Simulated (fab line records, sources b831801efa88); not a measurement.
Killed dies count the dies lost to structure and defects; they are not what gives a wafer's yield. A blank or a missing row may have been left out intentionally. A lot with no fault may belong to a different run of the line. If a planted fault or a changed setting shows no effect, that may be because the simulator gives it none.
Chamber matching -- flow gf180mcu -- GF_V1_CVD_00 on hdpcvd-02: 3 sister chambers
The step deposits SiO2, target thk 600 nm, time 100 s. 14 wafers are shown with their chamber, then 7 later ones without.

== WAFERS, EACH WITH ITS CHAMBER ==
wafer,chamber,pressureMtorr (mTorr),runLengthS (s)
L458.4,1,5.979,127.4
L458.5,2,5.993,126.8
L458.6,0,6.018,127.2
L473.2,0,5.995,127.2
L473.3,1,5.997,127.5
L473.4,2,6.008,127.1
L474.2,2,5.995,126.9
L474.5,0,6.009,127.3
L474.6,1,6.010,127.7
L475.2,1,6.008,127.5
L475.4,2,5.997,127.8
L475.5,1,6.011,127.6
L478.1,2,5.990,127.9
L478.2,0,6.000,128.3

SIGNATURES, as means of the wafers listed above
reading,chamber 0,chamber 1,chamber 2,scatter within a chamber
pressureMtorr,6.00550,6.00100,5.99660,0.0106
runLengthS,127.500,127.540,127.300,0.423
Rule: a wafer lies at a distance from a chamber equal to the root of the sum of squares, over the readings, of (its reading less the chamber's mean, divided by the reading's scatter). The wafer belongs to the nearest chamber; if the next one is less than 2 further off, it can't be placed. The scatter is the square root of a quotient: the sum, over the shown wafers, of each reading's squared deviation from its chamber's mean, divided by wafers minus chambers.

== WAFERS WHOSE CHAMBER IS MISSING ==
wafer,pressureMtorr (mTorr),runLengthS (s)
L478.6,6.023,126.8
L480.2,6.008,128.0
L480.3,5.978,127.2
L480.4,5.993,128.3
L481.1,6.004,126.9
L481.5,5.983,127.0
L481.6,6.008,127.3

== EACH ONE'S CHAMBER ==
wafer,from the rows above,in truth
L478.6,can't be placed: 0 or 1 or 2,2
L480.2,can't be placed: 0 or 1 or 2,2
L480.3,can't be placed: 2 or 1 or 0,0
L480.4,can't be placed: 1 or 0 or 2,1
L481.1,can't be placed: 2 or 0 or 1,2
L481.5,can't be placed: 2 or 1 or 0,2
L481.6,can't be placed: 0 or 1 or 2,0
Placed correctly: 0 of 7. Cannot be placed on the basis of these rows: 7; the candidates contain the true chamber in 7. Wrongly placed: 0.
